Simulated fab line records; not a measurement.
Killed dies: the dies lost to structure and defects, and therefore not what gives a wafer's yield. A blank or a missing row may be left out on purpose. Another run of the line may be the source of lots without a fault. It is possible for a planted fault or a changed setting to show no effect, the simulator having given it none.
Comparing a struck lot with a sound one / flow sfq_line / 19 steps out of a route of 325
Sound: the wafers L400.2, L400.3, L400.4. Wafers L402.1, L402.3, L402.5 were the ones struck. Last of all comes the cause.
Per side, at each step with rows, come the tool, then ch with its chambers, and then its first start. Under that, the readings that differ: sound wafers / struck wafers / difference of the means / sigmas: that difference in standard deviations of wafers without a fault.
alike: words and numbers the same on both sides, and readings whose means are apart by under 2 such deviations; not compared: readings that were withheld, readings missing a value for some wafer, numbers with overlapping values and no deviation given by the record, and bounds like >300 which may hide the same value.
Wherever a step has rows on one side only, a row that says differs or no value, or a row with sigmas, the two part there. When numbers do not overlap yet have no deviation, they are printed without sigmas and do not part them. Lack of a reading on every wafer of one side parts them only where that side has two or more wafers.

first, 4 steps without rows for these wafers: SFQ_TRILAYER_I5_LITHO_SOFTBAKE_148; SFQ_TRILAYER_I5_LITHO_EXPOSE_145 (exposes mask I5, target cd 700 nm); SFQ_TRILAYER_I5_LITHO_PEB_147 (peb time 60 s); SFQ_TRILAYER_I5_LITHO_DEVELOP_146 (time 60 s).
SFQ_I5_OVL_MEAS_936:
  sound: overlay-02 at day 61 14:59; struck: overlay-01 at day 62 02:59
  alike: I5_OVL
SFQ_TRILAYER_I5_BARC_OPEN_VIA_ETCH_200: etches BARC in O2, target depth 125 nm, time 41.7 s.
  sound on rie_diel-01 ch 1,2,3, day 61 15:01; struck on rie_diel-02 ch 0,1, day 62 03:01
  alike: bias_w, drypump_motor_current_A, oes_product_au
  not compared: rf_hours_counter_h
SFQ_TRILAYER_I5_ETCH_VIA_ETCH_147: etches the open film in CHF3, stops on Nb, target depth 360 nm.
  sound on rie_diel-01 ch 1,2,3, day 61 15:03; struck on rie_diel-02 ch 0,1, day 62 03:03
  alike: bias_w, drypump_motor_current_A, oes_product_au
SFQ_TRILAYER_I5_STRIP_STRIP_148: strips in O2.
  sound on rie_metal-01 ch 0,1, day 61 15:12; struck on rie_metal-04 ch 1, day 62 03:12
  alike: drypump_motor_current_A, oes_product_au
  not compared: rf_hours_counter_h
then, 4 steps without rows for these wafers: SFQ_TRILAYER_I5_STRIP_SOLV_CLEAN_149 (cleans in NMP, time 600 s); SFQ_TRILAYER_C5_LITHO_COAT_156 (resist thk 62 nm); SFQ_TRILAYER_C5_LITHO_COAT_151 (resist thk 650 nm); SFQ_TRILAYER_C5_LITHO_SOFTBAKE_155.
SFQ_TRILAYER_C5_LITHO_EXPOSE_152: exposes mask C5, target cd 500 nm.
  sound on krf_scanner-01 ch 0, day 61 18:29; struck on krf_scanner-01 ch 0, day 62 05:53
reading=exposure_dose_mJ_cm2; sound=21.296 21.300 21.306; struck=22.754 22.768 22.830; difference=+1.483; sigmas=+64
  alike: mask, reticle_temp_C
then, 2 steps without rows for these wafers: SFQ_TRILAYER_C5_LITHO_PEB_154 (peb time 60 s); SFQ_TRILAYER_C5_LITHO_DEVELOP_153 (time 60 s).
SFQ_C5_OVL_MEAS_937:
  sound: overlay-02 at day 61 19:47; struck: overlay-01 at day 62 07:23
reading=C5_OVL (nm); sound=9 6 12; struck=-3 0 -5; difference=-12; sigmas=-2
SFQ_TRILAYER_C5_BARC_OPEN_VIA_ETCH_210: etches BARC in O2, target depth 125 nm, time 41.7 s.
  sound on rie_diel-04 ch 1,2,3, day 61 19:49; struck on rie_diel-03 ch 1,3, day 62 07:25
reading=model.C5.cd_nm (nm); sound=503.1 503.2 502.7; struck=509.1 511.7 508.8; difference=+6.9; sigmas=
  alike: bias_w, drypump_motor_current_A, oes_product_au
  not compared: rf_hours_counter_h
SFQ_TRILAYER_C5_ETCH_VIA_ETCH_154: etches SiO2 in CHF3, stops on Nb, target depth 84 nm.
  sound on rie_diel-04 ch 1,2,3, day 61 19:51; struck on rie_diel-03 ch 1,3, day 62 07:28
reading=bias_w (W); sound=79.86 79.75 79.48; struck=80.12 80.20 80.31; difference=+0.51; sigmas=+2
reading=model.C5.cd_nm (nm); sound=503.7 502.9 502.3; struck=510.1 511.2 509.9; difference=+7.4; sigmas=
  alike: drypump_motor_current_A, oes_product_au
SFQ_TRILAYER_C5_STRIP_STRIP_155: strips in O2.
  sound on rie_metal-03 ch 0,1, day 61 19:54; struck on rie_metal-02 ch 0,1, day 62 07:30
  alike: drypump_motor_current_A, oes_product_au
  not compared: rf_hours_counter_h

## WHERE THEY PART
Earliest at SFQ_TRILAYER_C5_LITHO_EXPOSE_152; latest, in this record, at SFQ_TRILAYER_C5_ETCH_VIA_ETCH_154. Later steps at which nothing parts them and some readings are alike: SFQ_TRILAYER_C5_STRIP_STRIP_155.

WHY: what the simulator had put in
Process parameter drift: krf_scanner-01, from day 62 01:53 on, at SFQ_TRILAYER_C5_LITHO_EXPOSE_152. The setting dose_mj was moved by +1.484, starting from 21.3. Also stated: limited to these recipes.
